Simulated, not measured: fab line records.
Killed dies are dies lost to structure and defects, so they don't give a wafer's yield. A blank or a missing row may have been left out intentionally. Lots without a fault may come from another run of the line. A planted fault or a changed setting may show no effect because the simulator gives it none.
The same fault as seen by 2 desks	flow gf180mcu	numbers are kept per desk, each desk with only its own; the story behind them comes last

## AT THE METROLOGY DESK
Means of the sampled wafers that have a number, per lot and without regard to the tool the lot ran on: this is what the gauges read. If a lot's mean is further than 4 standard deviations from the usual mean, the lot is out of limits and carries the mark OUT (the distance appears in the brackets).
Columns: A = V3_W_RS at GF_V3_RS_MEAS_24, usual 0.330 ohm/sq; B = V3_W_THK at GF_V3_THK_MEAS_25, usual 334 nm
lot	first seen here	A	B
L451	day 22 19:01	0.333	334
L452	day 23 02:52	0.333	327
L454	day 23 22:06	0.332	328
L457	day 25 04:58	0.335	331
L459	day 25 13:44	0.333	330
L460	day 25 21:18	0.331	336
L461	day 26 04:53	0.334	328
L465	day 27 03:31	0.241 (-16) OUT	472 (+22) OUT
L466	day 27 12:47	0.197 (-25) OUT	548 (+34) OUT
L467	day 27 20:31	0.329	338
L470	day 28 12:34	0.331	334
This desk reports L465, L466 out of limits; the earliest was L465 at day 27 03:31 (V3_W_RS at GF_V3_RS_MEAS_24). Within limits: L451, L452, L454, L457, L459, L460, L461, L467, L470.

## FOR THE TOOL OWNER'S DESK: cvd w-01
The tool's own readings at GF_V3_CVD_23 (deposits W, target thk 350 nm, time 104.9 s): means of the sampled wafers that have a number, for each lot that ran on this tool. If a lot's mean is further than 4 standard deviations from the usual mean, the lot is out of limits and carries the mark OUT (the distance appears in the brackets).
Columns: A = heater power w at GF_V3_CVD_23, usual 859 W
lot	first seen here	A
L454	day 23 21:59	841
L457	day 25 04:52	841
L465	day 27 03:24	852
L466	day 27 12:40	761
This desk's verdict: no lot among the 4 shows anything out of limits.

## BROUGHT TOGETHER
L465, L466 would have let the metrology desk raise an alarm at day 27 03:31.
The tool owner's desk saw nothing out of limits.
The tool owner's desk has L465, L466 on record, within its limits.
GF_V3_CVD_23 was run on cvd w-01 by each of the lots named.

## WHAT WAS PUT IN BY THE SIMULATOR
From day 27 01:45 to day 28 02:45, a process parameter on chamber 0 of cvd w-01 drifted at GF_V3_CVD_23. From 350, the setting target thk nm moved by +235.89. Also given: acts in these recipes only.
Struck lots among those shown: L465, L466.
Delay in hours, fault start to first out-of-limits reading, per desk: metrology desk 2.
